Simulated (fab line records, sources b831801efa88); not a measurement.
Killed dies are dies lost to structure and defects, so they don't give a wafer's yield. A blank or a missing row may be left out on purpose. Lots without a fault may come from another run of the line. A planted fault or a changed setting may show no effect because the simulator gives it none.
One fault seen from 2 desks | flow sky130 | each desk has only its own numbers; what lay behind them comes last

THE TOOL OWNER'S DESK: rie_metal-01
The tool's own readings at SKY_METAL4_METAL_ETCH_18 (etches the open film in Cl2/BCl3, stops on SiO2, target depth 845 nm, time 183.1 s): means of the sampled wafers that have a number, for each lot that ran on this tool. A lot is out of limits, marked OUT, if its mean lies more than 4 standard deviations from the usual mean; the brackets give that distance.
Columns: A = drypump_motor_current_A at SKY_METAL4_METAL_ETCH_18, usual 5.9 A; B = oes_product_au at SKY_METAL4_METAL_ETCH_18, usual 0.859 a.u.; C = throttle_valve_pct at SKY_METAL4_METAL_ETCH_18, usual 22.265 %
lot  | first seen here | A   | B     | C
L285 | day 41 10:52    | 6.3 | 0.857 | 22.257
L288 | day 42 08:22    | 6.3 | 0.856 | 22.259
L291 | day 43 17:43    | 6.3 | 0.861 | 22.260
L294 | day 44 13:04    | 6.3 | 0.855 | 22.264
L295 | day 45 08:38    | 6.3 | 0.866 | 22.259
L301 | day 46 03:08    | 6.3 | 0.857 | 22.270
This desk's finding: nothing out of limits on any of the 6 lots.

THE METROLOGY DESK
What the gauges read, lot by lot, whatever tool the lot ran on: means of the sampled wafers that have a number. A lot is out of limits, marked OUT, if its mean lies more than 4 standard deviations from the usual mean; the brackets give that distance.
Columns: A = VIA3_W_RS at SKY_VIA3_RS_MEAS_22, usual 0.297 ohm/sq
lot  | first seen here | A
L285 | day 39 08:26    | 0.296
L287 | day 40 03:41    | 0.297
L288 | day 40 06:37    | 0.294
L289 | day 40 16:28    | 0.301
L291 | day 41 17:29    | 0.301
L294 | day 42 13:58    | 0.296
L295 | day 43 10:50    | 0.296
L298 | day 43 18:55    | 0.300
L301 | day 44 07:36    | 0.297
L304 | day 44 22:43    | 0.294
L307 | day 45 14:46    | 0.295
L308 | day 45 22:20    | 0.296
This desk's finding: nothing out of limits on any of the 12 lots.

PUT TOGETHER
The tool owner's desk saw nothing out of limits.
The metrology desk saw nothing out of limits.

WHAT THE SIMULATOR HAD PUT IN
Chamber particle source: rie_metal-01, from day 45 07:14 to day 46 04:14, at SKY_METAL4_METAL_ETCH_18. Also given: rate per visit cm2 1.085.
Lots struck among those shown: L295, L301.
